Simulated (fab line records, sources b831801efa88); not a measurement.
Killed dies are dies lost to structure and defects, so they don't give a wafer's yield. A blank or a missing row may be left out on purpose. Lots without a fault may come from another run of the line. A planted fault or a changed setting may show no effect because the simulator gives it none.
Which tool did it? | flow gf180mcu | 12 lots, 36 wafers sampled, at 4 steps of a route of 602

WHAT THE GAUGES READ, wafer by wafer
GF_HV_LDD_RS_MEAS_53: measures by four-point-probe.
lot  | measured     | on            | HV_LDD_RS (ohm/sq)
L593 | day 12 11:34 | film_metro-04 | 419.2 418.4 418.4
L597 | day 14 03:46 | film_metro-03 | 419.0 418.1 417.5
L598 | day 14 13:04 | film_metro-01 | 423.9 424.5 424.7 423.9 424.8 424.1
L599 | day 14 22:02 | film_metro-04 | 426.2 427.3 426.3 427.0 426.7 426.1
L607 | day 17 11:46 | film_metro-03 | 417.6 417.6 418.0
L608 | day 17 14:05 | film_metro-04 | 419.9 418.5 420.6
L609 | day 18 01:34 | film_metro-03 | 419.0 418.9 419.8
L610 | day 18 16:23 | film_metro-03 | 418.6 419.6 418.7
L611 | day 18 21:58 | film_metro-01 | 419.4 419.0 418.2
L613 | day 19 11:52 | film_metro-03 | 418.7 418.8 417.8
L614 | day 19 20:10 | film_metro-01 | 418.5 418.5 417.0
L615 | day 20 05:40 | film_metro-01 | 416.9 417.2 418.0

WHICH TOOL RAN EACH LOT (tool, then ch and the chambers of the sampled wafers, then the start)
lot  | GF_MVPSD_STRIP_10                    | GF_HV_LDD_IMPLANT_09            | GF_HV_LDD_STRIP_49
L593 | plasma_asher-02 ch 0,1, day 5 05:44  | implanter-03 ch 0, day 10 00:51 | plasma_asher-01 ch 0,1, day 12 11:16
L597 | plasma_asher-03 ch 0,1, day 6 08:35  | implanter-04 ch 0, day 11 14:00 | plasma_asher-02 ch 0,1, day 14 03:30
L598 | plasma_asher-01 ch 0,1, day 6 16:58  | implanter-04 ch 0, day 11 22:43 | plasma_asher-02 ch 1, day 14 12:43
L599 | plasma_asher-01 ch 0,1, day 6 20:58  | implanter-04 ch 0, day 12 06:06 | plasma_asher-01 ch 1, day 14 21:45
L607 | plasma_asher-03 ch 0,1, day 8 17:10  | implanter-01 ch 0, day 14 15:01 | plasma_asher-03 ch 1, day 17 11:22
L608 | plasma_asher-01 ch 0,1, day 8 22:54  | implanter-03 ch 0, day 14 18:15 | plasma_asher-01 ch 0,1, day 17 13:48
L609 | plasma_asher-03 ch 0,1, day 9 06:02  | implanter-01 ch 0, day 15 05:34 | plasma_asher-03 ch 0,1, day 18 01:17
L610 | plasma_asher-01 ch 0, day 9 16:06    | implanter-01 ch 0, day 15 18:27 | plasma_asher-03 ch 0,1, day 18 16:04
L611 | plasma_asher-02 ch 0,1, day 9 20:09  | implanter-01 ch 0, day 15 23:41 | plasma_asher-03 ch 0,1, day 18 21:42
L613 | plasma_asher-03 ch 0,1, day 10 04:43 | implanter-04 ch 0, day 16 11:59 | plasma_asher-02 ch 0,1, day 19 11:34
L614 | plasma_asher-03 ch 0,1, day 10 12:36 | implanter-03 ch 0, day 16 20:18 | plasma_asher-02 ch 0,1, day 19 19:52
L615 | plasma_asher-03 ch 0,1, day 10 19:35 | implanter-01 ch 0, day 17 05:27 | plasma_asher-02 ch 0,1, day 20 05:23
- GF_MVPSD_STRIP_10: strips in O2/N2.
- GF_HV_LDD_IMPLANT_09
- GF_HV_LDD_STRIP_49: strips in O2/N2.

WHAT THE TOOLS THEMSELVES READ (means of the sampled wafers that have a number; where no wafer has one, the mark that the record gives instead)
GF_MVPSD_STRIP_10.
lot  | tool            | drypump_motor_current_A (A) | heater_power_w (W) | oes_product_au (a.u.) | strip_time_to_endpoint_s (s)
L593 | plasma_asher-02 | 6.04                        | 363                | 0.725                 | 37.08
L597 | plasma_asher-03 | 5.88                        | 297                | 0.724                 | 36.96
L598 | plasma_asher-01 | 6.18                        | 384                | 0.723                 | 36.98
L599 | plasma_asher-01 | 6.16                        | 385                | 0.727                 | 37.07
L607 | plasma_asher-03 | 5.79                        | 309                | 0.719                 | 37.00
L608 | plasma_asher-01 | 6.18                        | 381                | 0.724                 | 37.10
L609 | plasma_asher-03 | 5.81                        | 309                | 0.728                 | 36.92
L610 | plasma_asher-01 | 6.50                        | 384                | 0.722                 | 36.98
L611 | plasma_asher-02 | 6.04                        | 360                | 0.722                 | 36.96
L613 | plasma_asher-03 | 5.89                        | 300                | 0.716                 | 36.85
L614 | plasma_asher-03 | 5.80                        | 308                | 0.721                 | 36.91
L615 | plasma_asher-03 | 5.91                        | 302                | 0.732                 | 37.00

GF_HV_LDD_STRIP_49.
lot  | tool            | drypump_motor_current_A (A) | heater_power_w (W) | oes_product_au (a.u.) | strip_time_to_endpoint_s (s)
L593 | plasma_asher-01 | 5.89                        | 382                | 0.712                 | 12.62
L597 | plasma_asher-02 | 6.07                        | 336                | 0.717                 | 12.66
L598 | plasma_asher-02 | 5.99                        | 364                | 0.715                 | 12.67
L599 | plasma_asher-01 | 5.59                        | 380                | 0.721                 | 12.60
L607 | plasma_asher-03 | 5.70                        | 319                | 0.717                 | 12.57
L608 | plasma_asher-01 | 6.20                        | 379                | 0.709                 | 12.62
L609 | plasma_asher-03 | 5.79                        | 311                | 0.715                 | 12.63
L610 | plasma_asher-03 | 5.79                        | 310                | 0.717                 | 12.60
L611 | plasma_asher-03 | 5.78                        | 309                | 0.717                 | 12.62
L613 | plasma_asher-02 | 6.03                        | 359                | 0.714                 | 12.62
L614 | plasma_asher-02 | 6.03                        | 364                | 0.720                 | 12.68
L615 | plasma_asher-02 | 6.02                        | 359                | 0.718                 | 12.63

THE ANSWER, worked out from the rows above alone
Rule: what is usual is taken from the lots themselves. Put in order of their means at a reading, lots are off if they are a third of the lots or fewer, leave a main group of 4 or more, and stand apart from it by a gap of 3 or more times the standard deviation of the main group's means; of several such gaps the widest counts. A main group whose means are all the same, to the digits that the tables above print for the reading, isn't used. A lot without any number at a reading at which 4 lots or more have one is off too. The other lots that the step has rows for count as sound. The gauges are gone through in route order, then the tools' own readings, and for those a lot's mean is taken as printed above. The first step at which some lot is off is used, and at that step the reading that is off furthest; a lot without a number counts as furthest.
Off: L598, L599, at GF_HV_LDD_RS_MEAS_53 (HV_LDD_RS). The main group: mean 418.5 ohm/sq, standard deviation 0.67.
A tool fits if, at a process step before that reading, it ran every lot that is off, and no sound lot after the first of them. The gauges at GF_HV_LDD_RS_MEAS_53 are tried like those tools. None of those tried fits.

WHAT THE SIMULATOR HAD PUT IN
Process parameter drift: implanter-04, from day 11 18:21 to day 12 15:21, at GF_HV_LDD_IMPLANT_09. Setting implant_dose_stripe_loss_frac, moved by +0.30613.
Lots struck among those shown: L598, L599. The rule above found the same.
